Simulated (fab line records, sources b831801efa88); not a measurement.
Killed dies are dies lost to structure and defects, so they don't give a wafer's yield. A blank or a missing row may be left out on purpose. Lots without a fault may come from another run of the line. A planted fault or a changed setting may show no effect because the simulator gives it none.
A struck lot beside a sound one | flow sky130 | 17 steps out of a route of 708
Sound: wafers L713.2, L713.4, L713.5. Struck: wafers L719.4, L719.5, L719.6. The cause comes at the end.
At each step with rows: each side's tool, then ch and its chambers, then its first start. Under that, the readings that differ: sound wafers | struck wafers | difference of the means | sigmas: that difference in standard deviations of wafers without a fault.
alike: readings whose means differ by less than 2 such deviations, and words and numbers that are the same on both sides. not compared: withheld readings, readings that some wafer has no value for, bounds like >300 that may hide the same value, and numbers for which the record gives no deviation and whose values overlap.
The two part at a step that has a row with sigmas, a row that says differs or no value, or rows on one side only. Numbers that don't overlap but have no deviation are shown without sigmas and don't part them. A reading that every wafer of one side lacks parts them only if that side has two wafers or more.

first, 3 steps without rows for these wafers: SKY_LDD_P_EXPOSE_04 (exposes mask PSDM, target cd 380 nm); SKY_LDD_P_PEB_05; SKY_LDD_P_DEVELOP_06 (develop time 60 s).
SKY_LDD_P_CD_MEAS_07: target cd 380 nm.
  sound on cd_sem-02, day 21 04:03; struck on cd_sem-02, day 23 10:41
  alike: cd_nm
SKY_LDD_P_OVL_MEAS_08:
  sound on overlay-02, day 21 04:10; struck on overlay-02, day 23 10:45
  alike: LDD_P_OVL
then, 1 step without rows for these wafers: SKY_LDD_P_IMPLANT_09.
SKY_LDD_P_STRIP_10: strips in O2/N2.
  sound on plasma_asher-03 ch 0,1, day 21 04:20; struck on plasma_asher-02 ch 0,1, day 23 10:58
  alike: drypump_motor_current_A, oes_product_au, strip_time_to_endpoint_s
  not compared: rf_hours_counter_h
SKY_LDD_P_TW_MEAS_11:
  sound on film_metro-03, day 21 04:27; struck on film_metro-03, day 23 11:03
  alike: LDD_P_TW
then, 4 steps without rows for these wafers: SKY_LDD_HVN_DEHYDRATE_00 (time 60 s); SKY_LDD_HVN_HMDS_01 (prime time 60 s); SKY_LDD_HVN_COAT_02 (resist thk 300 nm); SKY_LDD_HVN_SOFTBAKE_03 (time 60 s).
SKY_LDD_HVN_EXPOSE_04: exposes mask HVNTM, target cd 700 nm.
  sound on iline_stepper-02 ch 0, day 21 19:41; struck on iline_stepper-01 ch 0, day 24 02:28
  reading                         | sound                   | struck            | difference | sigmas
  model.LDD_HVN.overlay_x_nm (nm) | -0.2041 -0.2041 -0.2041 | -53.4 -53.4 -53.4 | -53.2      |
  alike: mask, focus_offset_nm, stage_vel_mm_s
then, 2 steps without rows for these wafers: SKY_LDD_HVN_PEB_05; SKY_LDD_HVN_DEVELOP_06 (develop time 60 s).
SKY_LDD_HVN_OVL_MEAS_07:
  sound on overlay-02, day 22 10:35; struck on overlay-02, day 24 16:50
  reading          | sound        | struck            | difference | sigmas
  LDD_HVN_OVL (nm) | -0.2 0.0 0.2 | -53.4 -53.7 -51.9 | -53.0      | -41
  not compared: hold
SKY_PAD_OPEN_PROBE_99:
  the record has rows for the sound wafers here (prober-01, day 47 15:24) and none for the struck ones

WHERE THEY PART
First at SKY_LDD_HVN_OVL_MEAS_07; last, within this record, at SKY_PAD_OPEN_PROBE_99.

WHY: what the simulator had put in
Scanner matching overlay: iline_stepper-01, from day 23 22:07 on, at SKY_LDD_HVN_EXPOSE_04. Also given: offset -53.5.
